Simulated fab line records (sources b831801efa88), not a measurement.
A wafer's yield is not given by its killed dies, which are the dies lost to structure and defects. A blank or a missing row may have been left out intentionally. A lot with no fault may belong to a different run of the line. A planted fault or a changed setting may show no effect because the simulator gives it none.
Matching of chambers | flow gf180mcu | GF_V2_CMP_04 on cmp-01 has 4 sister chambers
The step polishes SiO2. 4 wafers are shown with their chamber, then 11 later ones without.

## WAFERS PAIRED WITH THEIR CHAMBERS
wafer  | chamber | motor_current_A (A)
L221.2 | 2       | 11.5
L221.4 | 0       | 12.8
L221.5 | 3       | 14.6
L222.1 | 1       | 11.9

## WAFERS WITHOUT THEIR CHAMBER
wafer  | motor_current_A (A)
L222.3 | 11.3
L222.5 | 14.2
L225.1 | 13.9
L225.2 | 12.0
L225.4 | 11.3
L228.1 | 11.5
L228.3 | 14.2
L228.6 | 11.3
L230.1 | 11.8
L230.3 | 12.0
L230.5 | 11.8

## WHICH CHAMBER EACH ONE RAN IN
wafer  | from the rows above     | in truth
L222.3 | can't be placed: 2 or 1 | 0
L222.5 | 3                       | 3
L225.1 | can't be placed: 3 or 0 | 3
L225.2 | can't be placed: 1 or 2 | 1
L225.4 | can't be placed: 2 or 1 | 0
L228.1 | can't be placed: 2 or 1 | 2
L228.3 | 3                       | 3
L228.6 | can't be placed: 2 or 1 | 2
L230.1 | can't be placed: 1 or 2 | 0
L230.3 | can't be placed: 1 or 2 | 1
L230.5 | can't be placed: 1 or 2 | 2
2 of 11 placed correctly. Cannot be placed on the basis of these rows: 9; the candidates contain the true chamber in 6. Wrongly placed: 0.
How it was worked out, from the rows above alone: a wafer's distance from a chamber is the root of the sum, over the readings, of the square of ((its reading less the chamber's mean) divided by the reading's scatter). If the next closest chamber is less than 2 further off than the closest, the wafer can't be placed; otherwise it belongs to the closest. Each chamber's mean is taken over the wafers shown for it. The scatter: with one shown wafer a chamber, the root of the mean of the squares of how far each hidden wafer lies from its nearest shown one.
